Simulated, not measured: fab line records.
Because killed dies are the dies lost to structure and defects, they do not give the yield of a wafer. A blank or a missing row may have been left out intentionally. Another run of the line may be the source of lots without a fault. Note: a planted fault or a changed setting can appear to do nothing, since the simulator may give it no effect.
Problem report, 8D (eight disciplines) form, completed by code | flow sky130 | the parts of the form that need people (team, actions taken, sign-off) are left out

1. THE PROBLEM
At SKY_LDD_N_IMPLANT_10, doseIonsCm2 averages 8.3e+13 over 6 wafers from 2 lots, while fault-free wafers read 7.5e+13, standard deviation 8.2e+10. That puts it +93 standard deviations away from the usual mean.
First observed at day 22 02:08: wafer L149.4, on implanter-03. The record holds 18 wafers of 6 lots with a number at this step. Rule for "out", or "out of limits": more than 4 standard deviations from the usual mean. All remaining wafers that have a number are taken as sound.

2. WHAT IT IS, WHAT IT ISN'T
question                    | is                            | is not
which readings at this step | doseIonsCm2, faradayCurrentUA | endStationPressureTorr
which lots                  | L149, L152                    | L139, L147, L160, L162
which wafers of those lots  | all that have a number        | -
read on which tools         | implanter-03                  | implanter-01, implanter-02
when                        | from day 22 02:08             | up to then (6 sound wafers); but 6 sound wafers of L160, L162 came after

3. WHAT RULES OUT EACH SUSPECT
Counting: a tool stays on the suspect list if, at a process step up to the reading, it processed all lots that are out and no sound lot following the first of them.
- implanter-03 at SKY_LDD_N_IMPLANT_10: ruled out as a lasting fault. After its first lot that is out, L149 (day 22 02:08), sound lots L162 ran on it.
Left after counting: nothing in the record.

4. THE CAUSE (what the simulator had put in)
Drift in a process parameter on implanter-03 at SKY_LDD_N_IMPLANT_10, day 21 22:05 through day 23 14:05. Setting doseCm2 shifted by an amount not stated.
Counting ruled it out, wrongly.

5. THE CHAIN OF EFFECTS, in route order
Each row: a reading whose mean over the struck wafers that have a number lies more than 3 standard deviations from the usual. Readings are gone through only where the record gives a usual standard deviation; hours: the median, over the lots, of the time from a lot's start at the first step in this table giving one to that lot's start at this step; sigmas: the change measured in usual standard deviations.
hours | step                 | reading          | usual   | on struck wafers | change   | sigmas
0     | SKY_LDD_N_IMPLANT_10 | doseIonsCm2      | 7.5e+13 | 8.3e+13          | +7.6e+12 | +93
0     | SKY_LDD_N_IMPLANT_10 | faradayCurrentUA | 419     | 466              | +47      | +5.0
It contains these process steps:
- SKY_LDD_N_IMPLANT_10

6. HOW IT WOULD HAVE BEEN CAUGHT EARLIER
In this record no reading fell out of limits until day 22 02:08, 4 hours after the fault had begun at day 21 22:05.
